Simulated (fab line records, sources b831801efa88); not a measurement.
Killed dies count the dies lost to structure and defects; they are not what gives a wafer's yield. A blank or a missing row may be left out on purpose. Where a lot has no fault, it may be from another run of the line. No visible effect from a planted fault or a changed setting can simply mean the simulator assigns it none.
fab line records	flow sky130
record lots=7	wafers=21	last_day=49
route steps=708 shown FIELD_ISO@21 NWELL@32 DNWELL@35 PWDE@45 PAD_OPEN@708
lots that met no fault: taken from a fault-free run of the same line
start_h: hours from the record's opening day to when the first of the lot's shown wafers began	wait_h: how many hours have passed since the lot's step before this one	" the same as in the row above	L1.1+2: a row that stands for several wafers	- no value present, or no start provided	* or withheld: withheld	< > ~ a bound
route shown NAME@n: names a module that has steps shown in the file, with the first one's number in the route	usual: the fault-free wafers' mean and standard deviation	same: alike in all rows	chamber/n: place in a boat	sites: each site's reading	_std_site: the standard deviation of these	_edge_site: mean of outer sites minus mean of inner sites	radius_mm: for every site, how far away it sits from the centre of the wafer	mask NAME#n: copy n	behind: the last tool/chamber to shape the wafer	hold: cause of the lot's hold/its duration in hours/its outcome	device: the n, p or np transistor that did not switch	end of line: the tests these same wafers got at the end of their route	step lacking rows: just its recipe	killed: count of dies lost to structure and defects at first sort (not the wafer's yield)	map: per-die view of a wafer (x killed, . not killed, _ where there is no die)
set.NAME: the setting as run; set.NAME@STEP: as run at that earlier step	model.NAME: the simulator's own value behind a step, which no gauge read
lots at selected steps of the route; one table per step, one row per wafer
services: when a tool's chamber went out of use (start_h, in hours from the record's first day, below 0 if earlier), for how many hours, and the reason
## steps
# step SKY_FIELD_ISO_CLEAN_20
# recipe chemistry=dHF	time_s=20	dilution=100:1
# step SKY_FIELD_ISO_WET_ETCH_21
# recipe chemistry=dHF	dilution=100:1	target_depth_nm=20	dry=ipa_marangoni	target=SiO2	temp_c=25	time_s=400
# step SKY_FIELD_ISO_OXIDATION_22
# recipe temp_c=950	ambient=O2	stabilise_s=600	purge_s=300	target_thk_a=100	ox_time_s=623
# step SKY_FIELD_ISO_THK_MEAS_23
# recipe reads=SiO2_of_FIELD_ISO_OXIDATION_22
# usual FIELD_ISO_OXIDATION_01_THK=9.96/0.21
lot.wafer	tool	chamber	start_h	wait_h	FIELD_ISO_OXIDATION_01_THK[nm]
L432.2	film_metro-02	-	31.71	0.0	9.64
L432.3	"	-	"	"	9.48
L432.5	"	-	"	"	9.55
L435.1	film_metro-02	-	45.62	0.0	9.75
L435.3	"	-	"	"	9.62
L435.5	"	-	"	"	9.71
L439.1	film_metro-03	-	73.49	0.0	10.14
L439.4	"	-	"	"	10.18
L439.6	"	-	"	"	10.12
L440.3	film_metro-03	-	73.57	0.1	9.91
L440.4	"	-	"	"	9.76
L440.6	"	-	"	"	9.80
L441.2	film_metro-01	-	77.43	0.0	9.80
L441.3	"	-	"	"	9.76
L441.4	"	-	"	"	9.68
L442.3	film_metro-03	-	81.58	0.0	9.91
L442.4	"	-	"	"	9.91
L442.6	"	-	"	"	9.88
L451.1	film_metro-02	-	131.36	0.0	10.24
L451.2	"	-	"	"	10.41
L451.4	"	-	"	"	10.34
# step SKY_FIELD_ISO_CVD_24
# recipe material=SiO2	target_thk_nm=595	temp_c=650	sigma_open_frac=0.3	time_s=99.2	sih4_flow_sccm=60	pressure_mtorr=6
# step SKY_FIELD_ISO_THK_MEAS_25
# recipe reads=SiO2_of_FIELD_ISO_CVD_24
# usual FIELD_ISO_CVD_24_THK=593/6.7
lot.wafer	tool	chamber	start_h	wait_h	FIELD_ISO_CVD_24_THK[nm]
L432.2	film_metro-03	-	31.84	0.0	578
L432.3	"	-	"	"	592
L432.5	"	-	"	"	579
L435.1	film_metro-01	-	45.75	0.0	592
L435.3	"	-	"	"	594
L435.5	"	-	"	"	587
L439.1	film_metro-03	-	73.62	0.0	590
L439.4	"	-	"	"	591
L439.6	"	-	"	"	596
L440.3	film_metro-03	-	73.71	0.1	596
L440.4	"	-	"	"	597
L440.6	"	-	"	"	593
L441.2	film_metro-01	-	77.56	0.0	589
L441.3	"	-	"	"	593
L441.4	"	-	"	"	579
L442.3	film_metro-02	-	81.71	0.1	601
L442.4	"	-	"	"	587
L442.6	"	-	"	"	589
L451.1	film_metro-01	-	131.49	0.0	592
L451.2	"	-	"	"	593
L451.4	"	-	"	"	583
# step SKY_FIELD_ISO_ANNEAL_26
# recipe temp_c=1000	time_s=1800	ambient=N2
# step SKY_FIELD_ISO_CMP_27
# recipe stop_on=Si3N4	t_overpolish_s=16	down_force_psi=4	platen_rpm=60	target_thk_nm=457.8	pad_velocity_m_s=0.94248
# usual motor_current_A=12.6/1.3	overpolish_run_s=16.000/0.0092	time_to_endpoint_s=114/4.7
lot.wafer	tool	chamber	start_h	wait_h	motor_current_A	overpolish_run_s	time_to_endpoint_s
L432.2	cmp-01	3	34.73	0.0	11.2	16.010	103
L432.3	"	0	"	"	14.0	15.997	107
L432.5	"	0	"	"	13.6	15.991	107
L435.3	cmp-01	3	47.95	0.1	12.1	16.003	108
L435.1	"	0	"	"	14.0	16.005	111
L435.5	"	2	"	"	12.9	15.994	114
L439.1	cmp-01	0	76.22	0.2	13.5	16.007	111
L439.4	"	1	"	"	13.7	15.994	115
L439.6	"	1	"	"	13.7	15.993	115
L440.3	cmp-01	3	76.54	0.5	11.6	16.006	116
L440.4	"	2	"	"	12.9	15.996	122
L440.6	"	0	"	"	13.7	16.000	115
L441.2	cmp-02	3	80.36	0.0	9.7	16.002	115
L441.4	"	0	"	"	12.4	16.001	124
L441.3	"	2	"	"	13.2	16.006	122
L442.3	cmp-02	2	83.25	0.0	13.2	16.010	120
L442.4	"	3	"	"	9.4	15.982	105
L442.6	"	2	"	"	12.9	15.979	122
L451.2	cmp-01	0	133.22	0.0	13.9	16.000	113
L451.1	"	1	"	"	13.9	15.983	110
L451.4	"	2	"	"	12.3	15.997	111
# step SKY_FIELD_ISO_WET_ETCH_28
# recipe chemistry=dHF	target_depth_nm=23.7	target=SiO2	dilution=10:1	temp_c=25	time_s=47
# step SKY_FIELD_ISO_WET_ETCH_29
# recipe chemistry=H3PO4	target_depth_nm=160	target=Si3N4	temp_c=160	time_s=1825
# step SKY_FIELD_ISO_WET_ETCH_30
# recipe chemistry=dHF	target_depth_nm=25	target=SiO2	dilution=10:1	temp_c=25	time_s=50
# step SKY_NWELL_CLEAN_00
# recipe chemistry=SC1/SC2	mix=1:4:20	temp_c=70	time_s=150	dry=n2_spin
# step SKY_NWELL_OXIDATION_01
# recipe temp_c=900	ambient=O2	stabilise_s=600	purge_s=300	target_thk_a=100	ox_time_s=1418
# usual spike_tc_bottom_C=917/3.1	spike_tc_top_C=911/3.9	tube_center_temp_C_max=902.3/0.38
lot.wafer	tool	chamber	start_h	wait_h	spike_tc_bottom_C	spike_tc_top_C	tube_center_temp_C_max
L432.2	furnace-02	0	38.64	3.0	920	913	902.2
L432.3	"	0	"	"	919	916	902.7
L432.5	"	0	"	"	921	915	902.1
L435.1	furnace-01	0	49.26	0.5	915	908	902.6
L435.3	"	0	"	"	917	907	902.9
L435.5	"	0	"	"	915	907	902.7
L439.1	furnace-01	0	77.42	0.2	916	907	902.0
L439.4	"	0	"	"	915	908	902.3
L439.6	"	0	"	"	915	907	901.7
L440.3	furnace-01	0	78.81	1.3	914	908	902.0
L440.4	"	0	"	"	914	906	902.4
L440.6	"	0	"	"	917	907	902.1
L441.2	furnace-02	0	81.53	0.2	922	914	902.3
L441.3	"	0	"	"	921	914	902.9
L441.4	"	0	"	"	923	914	902.2
L442.3	furnace-01	0	84.17	0.0	914	908	901.8
L442.4	"	0	"	"	915	907	901.8
L442.6	"	0	"	"	914	909	902.9
L451.1	furnace-02	0	134.76	0.6	920	913	902.2
L451.2	"	0	"	"	921	914	902.7
L451.4	"	0	"	"	922	915	902.5
# step SKY_NWELL_THK_MEAS_02
# recipe reads=SiO2_of_NWELL_OXIDATION_01
# usual NWELL_OXIDATION_THK=10.03/0.19
lot.wafer	tool	chamber	start_h	wait_h	NWELL_OXIDATION_THK[nm]
L432.2	film_metro-04	-	40.05	0.0	9.91
L432.3	"	-	"	"	9.76
L432.5	"	-	"	"	9.77
L435.1	film_metro-02	-	50.66	0.0	9.89
L435.3	"	-	"	"	9.97
L435.5	"	-	"	"	9.88
L439.1	film_metro-03	-	78.81	0.0	10.03
L439.4	"	-	"	"	10.06
L439.6	"	-	"	"	9.97
L440.3	film_metro-04	-	80.23	0.0	10.03
L440.4	"	-	"	"	10.00
L440.6	"	-	"	"	10.13
L441.2	film_metro-03	-	82.94	0.0	10.02
L441.3	"	-	"	"	10.13
L441.4	"	-	"	"	9.94
L442.3	film_metro-03	-	85.58	0.0	9.58
L442.4	"	-	"	"	9.70
L442.6	"	-	"	"	9.65
L451.1	film_metro-03	-	136.15	0.0	9.58
L451.2	"	-	"	"	9.86
L451.4	"	-	"	"	9.80
# step SKY_DNWELL_DEHYDRATE_00
# recipe temp_c=200	time_s=60
# step SKY_DNWELL_HMDS_01
# recipe prime_time_s=60	prime_temp_c=120
# step SKY_DNWELL_COAT_02
# recipe spin_rpm=2000	resist_thk_nm=3000
# step SKY_DNWELL_SOFTBAKE_03
# recipe temp_c=110	time_s=withheld
# step SKY_DNWELL_EXPOSE_04
# recipe mask_id=DNM	na=0.57	target_cd_nm=3000	dose_mj=222
# step SKY_DNWELL_PEB_05
# recipe temp_c=115	time_s=withheld
# step SKY_DNWELL_DEVELOP_06
# recipe wall_angle_deg=90	developer=TMAH	develop_time_s=60	dev_temp_c=23
# step SKY_DNWELL_IMPLANT_07
# recipe species=P	energy_kev=withheld	dose_cm2=withheld	tilt_deg=withheld
# step SKY_DNWELL_STRIP_08
# recipe chemistry=O2/N2	power_w=1400	pressure_mtorr=1500	platen_temp_c=withheld	o2_flow_sccm=3000	n2_flow_sccm=300	overash_fraction=0.5
# usual drypump_motor_current_A=5.8/0.49	oes_product_au=0.722/0.0046	strip_time_to_endpoint_s=36.95/0.1
lot.wafer	tool	chamber	start_h	wait_h	drypump_motor_current_A	oes_product_au	rf_hours_counter_h	strip_time_to_endpoint_s
L432.2	plasma_asher-02	0	53.53	0.1	4.9	0.715	36	36.98
L432.3	"	0	"	"	4.8	0.715	-	37.00
L432.5	"	0	"	"	4.8	0.727	-	36.93
L435.1	plasma_asher-03	0	66.83	0.1	6.0	0.723	37	37.03
L435.3	"	0	"	"	6.0	0.725	-	36.90
L435.5	"	1	"	"	5.7	0.718	-	36.97
L439.1	plasma_asher-02	1	95.01	0.1	5.7	0.726	39	36.91
L439.4	"	1	"	"	5.7	0.720	-	36.86
L439.6	"	0	"	"	4.9	0.716	-	36.88
L440.3	plasma_asher-01	0	97.56	0.1	6.2	0.724	-	36.89
L440.4	"	1	"	"	6.3	0.729	-	37.01
L440.6	"	0	"	"	6.2	0.726	-	36.97
L441.2	plasma_asher-02	1	100.11	0.1	5.7	0.729	39	36.96
L441.3	"	0	"	"	4.9	0.724	-	37.01
L441.4	"	1	"	"	5.7	0.725	-	36.96
L442.3	plasma_asher-02	0	102.68	0.1	4.9	0.716	-	36.95
L442.4	"	1	"	"	5.7	0.728	-	37.06
L442.6	"	0	"	"	4.9	0.712	-	36.98
L451.1	plasma_asher-01	1	155.40	0.1	6.3	0.725	36	37.03
L451.2	"	0	"	"	6.2	0.722	36	36.91
L451.4	"	1	"	"	6.3	0.728	-	36.90
# step SKY_DNWELL_TW_MEAS_09
# usual DNWELL_TW=1110/7.8
lot.wafer	tool	chamber	start_h	wait_h	DNWELL_TW
L432.2	film_metro-04	-	53.64	0.1	1114
L432.3	"	-	"	"	1119
L432.5	"	-	"	"	1124
L435.1	film_metro-04	-	66.93	0.1	1125
L435.3	"	-	"	"	1125
L435.5	"	-	"	"	1127
L439.1	film_metro-04	-	95.11	0.1	1107
L439.4	"	-	"	"	1108
L439.6	"	-	"	"	1107
L440.3	film_metro-04	-	97.65	0.1	1121
L440.4	"	-	"	"	1119
L440.6	"	-	"	"	1112
L441.2	film_metro-04	-	100.22	0.1	1119
L441.3	"	-	"	"	1117
L441.4	"	-	"	"	1123
L442.3	film_metro-03	-	102.77	0.1	1107
L442.4	"	-	"	"	1099
L442.6	"	-	"	"	1106
L451.1	film_metro-02	-	155.50	0.1	1108
L451.2	"	-	"	"	1106
L451.4	"	-	"	"	1101
# step SKY_PWDE_DEHYDRATE_00
# recipe temp_c=200	time_s=60
# step SKY_PWDE_HMDS_01
# recipe prime_time_s=60	prime_temp_c=120
# step SKY_PWDE_COAT_02
# recipe spin_rpm=2000	resist_thk_nm=3000
# step SKY_PWDE_SOFTBAKE_03
# recipe temp_c=110	time_s=withheld
# step SKY_PWDE_EXPOSE_04
# recipe mask_id=PWDEM	na=0.6	source_shape=conventional	sigma_outer=0.6	polarization=unpolarized	target_cd_nm=840	dose_mj=214
# step SKY_PWDE_PEB_05
# recipe temp_c=115	time_s=withheld
# step SKY_PWDE_DEVELOP_06
# recipe wall_angle_deg=90	developer=TMAH	develop_time_s=60	dev_temp_c=23
# step SKY_PWDE_OVL_MEAS_07
# usual PWDE_OVL=0.4/1.5
lot.wafer	tool	chamber	start_h	wait_h	PWDE_OVL[nm]
L432.2	overlay-02	-	69.96	-	0.9
L432.3	"	-	"	"	-2.1
L432.5	"	-	"	"	1.4
L435.1	overlay-01	-	82.49	-	3.1
L435.3	"	-	"	"	0.2
L435.5	"	-	"	"	0.6
L439.1	overlay-02	-	112.39	-	1.2
L439.4	"	-	"	"	1.9
L439.6	"	-	"	"	0.1
L440.3	overlay-01	-	115.12	-	1.3
L440.4	"	-	"	"	1.0
L440.6	"	-	"	"	-1.1
L441.2	overlay-01	-	118.11	-	-0.5
L441.3	"	-	"	"	0.0
L441.4	"	-	"	"	1.5
L442.3	overlay-02	-	121.02	-	1.4
L442.4	"	-	"	"	1.2
L442.6	"	-	"	"	-0.9
L451.1	overlay-02	-	175.44	-	2.9
L451.2	"	-	"	"	3.9
L451.4	"	-	"	"	4.4
# step SKY_PWDE_IMPLANT_08
# recipe species=B	energy_kev=150	dose_cm2=3.6e+12	tilt_deg=withheld
# step SKY_PWDE_STRIP_09
# recipe chemistry=O2/N2	power_w=1400	pressure_mtorr=1500	platen_temp_c=withheld	o2_flow_sccm=3000	n2_flow_sccm=300	overash_fraction=0.5
# usual drypump_motor_current_A=5.5/0.37	oes_product_au=0.723/0.0043	strip_time_to_endpoint_s=36.95/0.1
lot.wafer	tool	chamber	start_h	wait_h	drypump_motor_current_A	oes_product_au	rf_hours_counter_h	strip_time_to_endpoint_s
L432.2	plasma_asher-04	1	70.14	0.1	5.6	0.725	40	36.89
L432.3	"	0	"	"	5.4	0.726	-	36.89
L432.5	"	0	"	"	5.4	0.722	-	36.87
L435.1	plasma_asher-04	0	82.67	0.1	5.4	0.729	41	36.86
L435.3	"	0	"	"	5.5	0.727	-	36.86
L435.5	"	1	"	"	5.6	0.727	-	36.82
L439.1	plasma_asher-02	1	112.57	0.1	5.7	0.727	41	36.79
L439.4	"	0	"	"	4.9	0.731	-	36.78
L439.6	"	1	"	"	5.7	0.730	-	36.91
L440.3	plasma_asher-04	1	115.33	0.1	5.6	0.727	-	36.71
L440.4	"	0	"	"	5.4	0.732	-	36.79
L440.6	"	0	"	"	5.4	0.717	-	36.90
L441.2	plasma_asher-04	1	118.29	0.1	5.6	0.722	45	36.95
L441.3	"	1	"	"	5.6	0.725	-	36.96
L441.4	"	0	"	"	5.4	0.721	-	36.98
L442.3	plasma_asher-03	1	121.23	0.1	5.7	0.723	-	36.93
L442.4	"	0	"	"	6.0	0.727	-	36.95
L442.6	"	1	"	"	5.7	0.724	-	36.96
L451.1	plasma_asher-03	1	175.62	0.1	5.7	0.727	5	36.88
L451.2	"	0	"	"	6.0	0.719	5	36.87
L451.4	"	1	"	"	5.7	0.724	-	36.95
# step SKY_PWDE_TW_MEAS_10
# usual PWDE_TW=372.4/2
lot.wafer	tool	chamber	start_h	wait_h	PWDE_TW
L432.2	film_metro-03	-	70.25	0.1	370.9
L432.3	"	-	"	"	372.2
L432.5	"	-	"	"	370.9
L435.1	film_metro-04	-	82.77	0.1	372.7
L435.3	"	-	"	"	372.5
L435.5	"	-	"	"	372.7
L439.1	film_metro-02	-	112.67	0.1	371.6
L439.4	"	-	"	"	371.4
L439.6	"	-	"	"	370.8
L440.3	film_metro-02	-	115.41	0.1	371.7
L440.4	"	-	"	"	370.2
L440.6	"	-	"	"	372.0
L441.2	film_metro-03	-	118.40	0.1	368.5
L441.3	"	-	"	"	369.4
L441.4	"	-	"	"	369.1
L442.3	film_metro-03	-	121.31	0.1	376.1
L442.4	"	-	"	"	373.3
L442.6	"	-	"	"	376.4
L451.1	film_metro-02	-	175.72	0.1	371.0
L451.2	"	-	"	"	371.2
L451.4	"	-	"	"	371.5
# step SKY_NWELL_DEHYDRATE_03
# recipe temp_c=200	time_s=60
# step SKY_NWELL_HMDS_04
# recipe prime_time_s=60	prime_temp_c=120
# step SKY_NWELL_COAT_05
# recipe spin_rpm=2000	resist_thk_nm=3000
# step SKY_NWELL_SOFTBAKE_06
# recipe temp_c=110	time_s=withheld
# step SKY_NWELL_EXPOSE_07
# recipe mask_id=NWM	na=0.6	source_shape=conventional	sigma_outer=0.6	polarization=unpolarized	target_cd_nm=840	dose_mj=255
# step SKY_NWELL_PEB_08
# recipe temp_c=115	time_s=withheld
# step SKY_NWELL_DEVELOP_09
# recipe wall_angle_deg=90	developer=TMAH	develop_time_s=60	dev_temp_c=23
# step SKY_PAD_OPEN_PROBE_99
# usual killed_at_M0_to_M3=42/7.4	killed_at_M4_up=3.3/2.1	killed_at_contacts=24/5.3	killed_at_front_end=15/4.5	killed_at_other=0.3/0.57	killed_dies=84/10	killed_on_rim=17/3.8	killed_open=46/7.5	killed_short=38/6.4
# same gross_dies=492	killed_at_back_side=0
lot.wafer	tool	chamber	start_h	wait_h	killed_at_M0_to_M3	killed_at_M4_up	killed_at_contacts	killed_at_front_end	killed_at_other	killed_dies	killed_on_rim	killed_open	killed_short	model.etest.cap_ono.gate_bv_v	model.etest.diode_nwell_sub.leak_log10_a_cm2	model.etest.diode_dnwell_sub.leak_log10_a_cm2	model.etest.diode_pwell_dnwell.leak_log10_a_cm2	model.etest.cap_thick_oxide.gate_bv_v	model.etest.diode_ndiff_pwell_hv.leak_log10_a_cm2	model.etest.diode_pdiff_nwell_hv.leak_log10_a_cm2	model.etest.diode_ndiff_pwell.leak_log10_a_cm2
L432.2	prober-02	-	1070.53	0.1	32	3	26	15	0	76	11	41	34	15.95	-7.501	-7.428	-7.701	15.9	-6.62	-6.706	-7.355
L432.3	prober-02	-	1070.58	0.2	39	4	29	11	1	84	19	52	30	15.95	-7.094	-7.484	-7.511	15.46	-6.367	-6.541	-7.15
L432.5	prober-02	-	1070.68	0.2	36	3	26	17	0	82	14	46	36	15.89	-7.542	-7.279	-7.763	15.64	-6.495	-6.854	-6.985
L435.1	prober-01	-	1091.25	0.1	42	4	31	24	0	101	24	55	46	16.08	-7.456	-7.274	-7.531	15.7	-6.728	-6.823	-7.161
L435.3	prober-01	-	1091.35	0.2	39	0	25	8	0	72	18	41	31	16.34	-7.57	-7.357	-7.596	15.57	-6.753	-6.634	-7.437
L435.5	prober-01	-	1091.45	0.2	40	3	21	12	1	77	18	44	33	16.03	-7.43	-7.362	-7.535	15.26	-6.838	-6.596	-7.175
L439.1	prober-01	-	1123.65	0.1	45	6	18	15	0	84	19	50	34	15.6	-6.837	-6.682	-7.019	14.6	-6.604	-6.21	-7.114
L439.4	prober-01	-	1123.80	0.2	38	4	23	18	0	83	14	51	32	15.77	-6.873	-6.664	-6.693	14.59	-6.378	-6.551	-7.135
L439.6	prober-01	-	1123.90	0.2	38	3	29	16	0	86	15	40	46	16.14	-6.83	-6.709	-7.05	15.09	-6.564	-6.155	-7.205
L441.2	prober-02	-	1126.95	0.1	48	3	21	7	0	79	15	40	39	16.08	-7.411	-7.476	-7.463	16.38	-6.695	-6.384	-7.514
L441.3	prober-02	-	1127.00	0.2	31	2	29	17	0	79	19	46	33	16.42	-7.083	-7.482	-7.518	15.47	-6.92	-6.616	-7.563
L441.4	prober-02	-	1127.05	0.2	50	1	18	18	0	87	26	45	42	16.36	-7.568	-7.412	-7.323	15.25	-6.695	-6.601	-7.415
L440.3	prober-01	-	1130.03	0.2	57	6	22	17	0	102	17	59	43	15.73	-6.509	-6.726	-7.005	15.35	-6.519	-6.55	-7.098
L440.4	prober-01	-	1130.08	0.2	54	4	31	19	0	108	20	58	50	15.56	-6.836	-6.645	-7.042	15.4	-6.538	-6.358	-7.175
L440.6	prober-01	-	1130.18	0.2	33	5	30	13	0	81	19	45	36	15.97	-6.83	-6.669	-7.046	14.94	-6.48	-6.343	-7.251
L442.3	prober-02	-	1131.57	0.2	42	4	30	17	0	93	19	51	42	15.78	-6.603	-6.612	-7.197	15.56	-6.299	-6.448	-6.926
L442.4	prober-02	-	1131.62	0.2	35	3	23	19	0	80	16	51	29	16.05	-6.756	-6.705	-7.198	15.13	-6.524	-6.609	-7.234
L442.6	prober-02	-	1131.72	0.2	36	4	22	22	0	84	8	42	42	16.13	-6.801	-6.924	-6.852	14.98	-6.436	-6.545	-6.786
L451.1	prober-01	-	1185.66	0.1	40	9	18	11	0	78	14	43	35	16.55	-7.427	-7.69	-7.493	15.69	-6.813	-6.258	-7.291
L451.2	prober-01	-	1185.71	0.1	43	4	22	17	1	87	19	45	41	15.96	-7.312	-7.248	-7.619	15.47	-6.71	-6.373	-7.434
L451.4	prober-01	-	1185.81	0.2	45	1	20	17	1	84	24	37	47	16	-7.54	-7.405	-7.65	15.63	-6.454	-6.638	-7.19
# killed by level:class
L432.2 CONTACT:geometric_particle:open=9 LI_CONTACT:geometric_particle:open=7 VIA1:geometric_particle:open=7 METAL1:geometric_particle:short=6 POLY_GATE:geometric_particle:open=5 CONTACT:geometric_particle:short=5 VIA2:geometric_particle:open=5 POLY_GATE:geometric_particle:short=4
L432.3 VIA1:geometric_particle:open=13 LI_CONTACT:geometric_particle:open=9 CONTACT:geometric_particle:open=9 VIA1:geometric_particle:short=6 LOCAL_INTERCONNECT:geometric_particle:short=5 VIA2:geometric_particle:open=5 POLY_GATE:geometric_particle:short=4 POLY_GATE:geometric_particle:open=3
L432.5 CONTACT:geometric_particle:open=10 VIA1:geometric_particle:open=10 LI_CONTACT:geometric_particle:open=9 POLY_GATE:geometric_particle:short=7 VIA2:geometric_particle:open=7 CONTACT:geometric_particle:short=4 METAL1:geometric_particle:short=4 METAL2:geometric_particle:short=4
L435.1 CONTACT:geometric_particle:open=11 LI_CONTACT:geometric_particle:open=8 VIA1:geometric_particle:open=8 POLY_GATE:geometric_particle:short=6 VIA2:geometric_particle:short=6 VIA3:geometric_particle:open=6 FIELD_ISO:geometric_particle:open=5 CONTACT:geometric_particle:short=5
L435.3 VIA1:geometric_particle:open=11 VIA3:geometric_particle:open=7 CONTACT:geometric_particle:open=7 LI_CONTACT:geometric_particle:open=6 CONTACT:geometric_particle:short=6 METAL2:geometric_particle:short=5 LOCAL_INTERCONNECT:geometric_particle:short=4 METAL1:geometric_particle:short=4
L435.5 VIA1:geometric_particle:open=10 LI_CONTACT:geometric_particle:open=7 CONTACT:geometric_particle:short=7 CONTACT:geometric_particle:open=7 VIA3:geometric_particle:open=5 VIA1:geometric_particle:short=5 VIA3:geometric_particle:short=4 METAL1:geometric_particle:short=4
L439.1 VIA1:geometric_particle:open=11 CONTACT:geometric_particle:open=10 VIA2:geometric_particle:open=8 VIA2:geometric_particle:short=7 VIA3:geometric_particle:open=5 FIELD_ISO:geometric_particle:open=3 SONOS_ONO:geometric_particle:open=3 POLY_GATE:geometric_particle:short=3
L439.4 CONTACT:geometric_particle:open=9 VIA3:geometric_particle:open=8 VIA1:geometric_particle:open=6 POLY_GATE:geometric_particle:open=6 VIA2:geometric_particle:open=6 FIELD_ISO:geometric_particle:open=5 LOCAL_INTERCONNECT:geometric_particle:short=5 CONTACT:geometric_particle:short=5
L439.6 CONTACT:geometric_particle:open=12 VIA1:geometric_particle:open=7 LOCAL_INTERCONNECT:geometric_particle:short=6 VIA2:geometric_particle:open=6 FIELD_ISO:geometric_particle:short=5 POLY_GATE:geometric_particle:short=5 LI_CONTACT:geometric_particle:short=5 VIA1:geometric_particle:short=5
L441.2 METAL2:geometric_particle:short=11 VIA1:geometric_particle:open=9 CONTACT:geometric_particle:open=7 VIA2:geometric_particle:open=7 VIA3:geometric_particle:short=6 LI_CONTACT:geometric_particle:open=5 LOCAL_INTERCONNECT:geometric_particle:short=5 VIA3:geometric_particle:open=5
L441.3 LI_CONTACT:geometric_particle:open=9 CONTACT:geometric_particle:open=8 FIELD_ISO:geometric_particle:open=6 LOCAL_INTERCONNECT:geometric_particle:short=5 VIA2:geometric_particle:open=5 VIA3:geometric_particle:open=5 VIA1:geometric_particle:short=4 POLY_GATE:geometric_particle:short=4
L441.4 VIA1:geometric_particle:open=10 VIA3:geometric_particle:open=8 LI_CONTACT:geometric_particle:open=7 METAL1:geometric_particle:short=7 CONTACT:geometric_particle:open=6 VIA3:geometric_particle:short=5 FIELD_ISO:geometric_particle:short=4 METAL2:geometric_particle:short=4
L440.3 VIA1:geometric_particle:open=13 CONTACT:geometric_particle:open=11 METAL2:geometric_particle:short=9 METAL1:geometric_particle:short=7 VIA3:geometric_particle:open=7 LI_CONTACT:geometric_particle:open=6 POLY_GATE:geometric_particle:open=4 VIA1:geometric_particle:short=4
L440.4 CONTACT:geometric_particle:open=14 LI_CONTACT:geometric_particle:open=10 METAL2:geometric_particle:short=8 VIA1:geometric_particle:open=8 CONTACT:geometric_particle:short=7 METAL1:geometric_particle:short=7 VIA3:geometric_particle:open=7 POLY_GATE:geometric_particle:short=6
L440.6 CONTACT:geometric_particle:open=11 VIA1:geometric_particle:open=9 VIA3:geometric_particle:open=7 VIA3:geometric_particle:short=6 VIA1:geometric_particle:short=5 CONTACT:geometric_particle:short=5 POLY_GATE:geometric_particle:open=4 LI_CONTACT:geometric_particle:short=4
L442.3 VIA1:geometric_particle:open=12 CONTACT:geometric_particle:open=10 LI_CONTACT:geometric_particle:open=10 FIELD_ISO:geometric_particle:short=8 LOCAL_INTERCONNECT:geometric_particle:short=5 VIA3:geometric_particle:short=5 METAL2:geometric_particle:short=5 VIA3:geometric_particle:open=5
L442.4 VIA3:geometric_particle:open=10 CONTACT:geometric_particle:open=8 VIA1:geometric_particle:open=7 FIELD_ISO:geometric_particle:open=6 LI_CONTACT:geometric_particle:open=5 CONTACT:geometric_particle:short=5 VIA2:geometric_particle:open=5 FIELD_ISO:geometric_particle:short=4
L442.6 VIA1:geometric_particle:open=15 FIELD_ISO:geometric_particle:open=7 LI_CONTACT:geometric_particle:open=7 FIELD_ISO:geometric_particle:short=6 CONTACT:geometric_particle:open=5 POLY_GATE:geometric_particle:short=4 LOCAL_INTERCONNECT:geometric_particle:short=4 CONTACT:geometric_particle:short=4
L451.1 CONTACT:geometric_particle:open=9 VIA3:geometric_particle:open=6 METAL2:geometric_particle:short=6 METAL4:geometric_particle:short=6 VIA2:geometric_particle:short=5 LI_CONTACT:geometric_particle:open=5 VIA1:geometric_particle:open=5 VIA2:geometric_particle:open=5
L451.2 VIA1:geometric_particle:open=11 VIA2:geometric_particle:open=9 CONTACT:geometric_particle:open=6 METAL1:geometric_particle:short=6 LI_CONTACT:geometric_particle:short=5 FIELD_ISO:geometric_particle:open=4 POLY_GATE:geometric_particle:short=4 LOCAL_INTERCONNECT:geometric_particle:short=4
L451.4 VIA1:geometric_particle:open=9 CONTACT:geometric_particle:open=8 METAL1:geometric_particle:short=7 FIELD_ISO:geometric_particle:short=5 LOCAL_INTERCONNECT:geometric_particle:short=5 METAL2:geometric_particle:short=5 VIA2:geometric_particle:short=5 VIA2:geometric_particle:open=5
## services
tool	chamber	start_h	hours	kind
cmp-02	-	20.64	54.6	repair
furnace-01	-	28.87	2.8	pm
plasma_asher-02	-	68.15	7.5	repair
cmp-02	-	75.28	4.0	pm
plasma_asher-01	-	78.47	1.4	repair
cmp-02	-	79.28	-	consumable_replace:conditioner
cmp-02	-	79.28	-	consumable_replace:pad
cmp-01	-	79.36	5.9	pm
cmp-02	-	85.28	5.7	pm
plasma_asher-04	-	91.42	2.5	repair
plasma_asher-03	-	108.75	9.0	pm
plasma_asher-03	0	108.75	9.0	vent_cycle
plasma_asher-03	1	108.75	9.0	vent_cycle
furnace-01	-	113.03	2.9	pm
plasma_asher-03	0	117.75	-	clean
plasma_asher-03	1	117.75	-	clean
cmp-01	-	118.71	3.3	repair
plasma_asher-03	-	151.97	6.0	repair
furnace-02	-	169.38	3.6	pm
## key
first_sign none at tools or gauges
model_effect step=SKY_PAD_OPEN_PROBE_99	value=etest.cap_ono.gate_bv_v	without=16.51	struck=15.86
met_at SKY_NWELL_OXIDATION_01
struck_wafers L439.1,L439.4,L439.6,L440.3,L440.4,L440.6,L442.3,L442.4,L442.6
tester_left_out L439,L440,L442
onset_between 49.26 77.42
fault kind=metallic_contamination_source	tool=furnace-01	chamber=-	onset_h=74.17	steps=SKY_NWELL_OXIDATION_01	rate_cm2_per_visit=6.6319e+11	species=metal_fe_cm2
# tester_left_out: of these lots the tester's yield and bins aren't shown, on N5 and GAA mostly nor the transistor test; their killed dies are dies lost to structure and defects alone, not to doping, threshold or leakage, so they don't give the yield
